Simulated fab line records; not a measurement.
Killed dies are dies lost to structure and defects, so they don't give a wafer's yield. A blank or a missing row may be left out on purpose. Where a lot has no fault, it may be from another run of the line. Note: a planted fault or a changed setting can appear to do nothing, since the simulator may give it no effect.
The tool behind it: which one?	flow gf180mcu	Sampling: 11 lots, 33 wafers, 4 of 602 route steps

WHAT THE GAUGES SHOWED, per wafer
GF_V3_RS_MEAS_24: a four-point-probe measurement.
lot	measured	on	V3_W_RS (ohm/sq)
L187	day 23 06:00	film-metro-01	0.333 0.329 0.329
L188	day 23 13:58	film-metro-03	0.330 0.331 0.330
L189	day 23 20:25	film-metro-04	0.332 0.331 0.331
L190	day 24 05:04	film-metro-03	0.324 0.325 0.329
L192	day 24 20:17	film-metro-03	0.464 0.336 0.337
L194	day 25 15:57	film-metro-01	0.334 0.333 0.334
L203	day 28 08:25	film-metro-01	0.332 0.330 0.331
L204	day 28 14:43	film-metro-04	0.328 0.332 0.331
L207	day 29 15:54	film-metro-01	0.333 0.334 0.332
L208	day 29 19:53	film-metro-03	0.336 0.333 0.338
L209	day 30 01:52	film-metro-03	0.331 0.328 0.330

TOOL THAT RAN EACH LOT (tool first, then ch and the chambers of the sampled wafers, then the start)
lot	GF_V3_ETCH_16	GF_V3_SPUTTER_21	GF_V3_CVD_23
L187	rie-diel-01 ch 0,2,3, day 23 05:07	pvd-sputter-01, day 23 05:47	cvd-w-02 ch 0,1, day 23 05:53
L188	rie-diel-03 ch 2,3, day 23 13:05	pvd-sputter-02, day 23 13:44	cvd-w-02 ch 0,1, day 23 13:50
L189	rie-diel-01 ch 0,1,2, day 23 19:32	pvd-sputter-01, day 23 20:12	cvd-w-01 ch 0,1, day 23 20:18
L190	rie-diel-03 ch 1,2,3, day 24 04:07	pvd-sputter-04, day 24 04:47	cvd-w-02 ch 0,1, day 24 04:57
L192	rie-diel-01 ch 1,3, day 24 19:21	pvd-sputter-02, day 24 20:03	cvd-w-01 ch 0,1, day 24 20:09
L194	rie-diel-01 ch 0,1,3, day 25 15:04	pvd-sputter-01, day 25 15:44	cvd-w-02 ch 0,1, day 25 15:50
L203	rie-diel-03 ch 1,2,3, day 28 07:32	pvd-sputter-02, day 28 08:12	cvd-w-01 ch 0,1, day 28 08:18
L204	rie-diel-01 ch 1,2,3, day 28 13:47	pvd-sputter-02, day 28 14:31	cvd-w-01 ch 0,1, day 28 14:37
L207	rie-diel-01 ch 2,3, day 29 15:02	pvd-sputter-01, day 29 15:41	cvd-w-01 ch 0, day 29 15:47
L208	rie-diel-03 ch 0,3, day 29 18:56	pvd-sputter-01, day 29 19:38	cvd-w-01 ch 1, day 29 19:44
L209	rie-diel-03 ch 1,3, day 30 00:59	pvd-sputter-01, day 30 01:38	cvd-w-01 ch 0, day 30 01:44
- GF_V3_ETCH_16: etches BARC in N2/H2.
- GF_V3_SPUTTER_21: material Ti, target thk 15 nm, time 80.02 s.
- GF_V3_CVD_23: deposits W, target thk 350 nm, time 104.9 s.

THE ANSWER, worked out from the rows above alone
Rule: the usual values come from the lots themselves. Put in order of their means at a reading, lots are off if they are a third of the lots or fewer, leave a main group of 4 or more, and stand apart from it by a gap of 3 or more times the standard deviation of the main group's means; of several such gaps the widest counts. A main group whose means are all the same, to the digits that the tables above print for the reading, isn't used. Also off: a lot with no number at a reading for which 4 or more lots have one. Where the step has rows for the other lots, those lots are counted as sound.
Off: L192, at GF_V3_RS_MEAS_24 (V3_W_RS). Mean 0.331 ohm/sq and standard deviation 0.0025 in the main group.
A tool fits if, at a process step before that reading, it ran every lot that is off, and no sound lot after the first of them. Those tools and the gauges at GF_V3_RS_MEAS_24 are tried in the same way. No candidate that was tried fits.

WHAT THE SIMULATOR HAD PUT IN
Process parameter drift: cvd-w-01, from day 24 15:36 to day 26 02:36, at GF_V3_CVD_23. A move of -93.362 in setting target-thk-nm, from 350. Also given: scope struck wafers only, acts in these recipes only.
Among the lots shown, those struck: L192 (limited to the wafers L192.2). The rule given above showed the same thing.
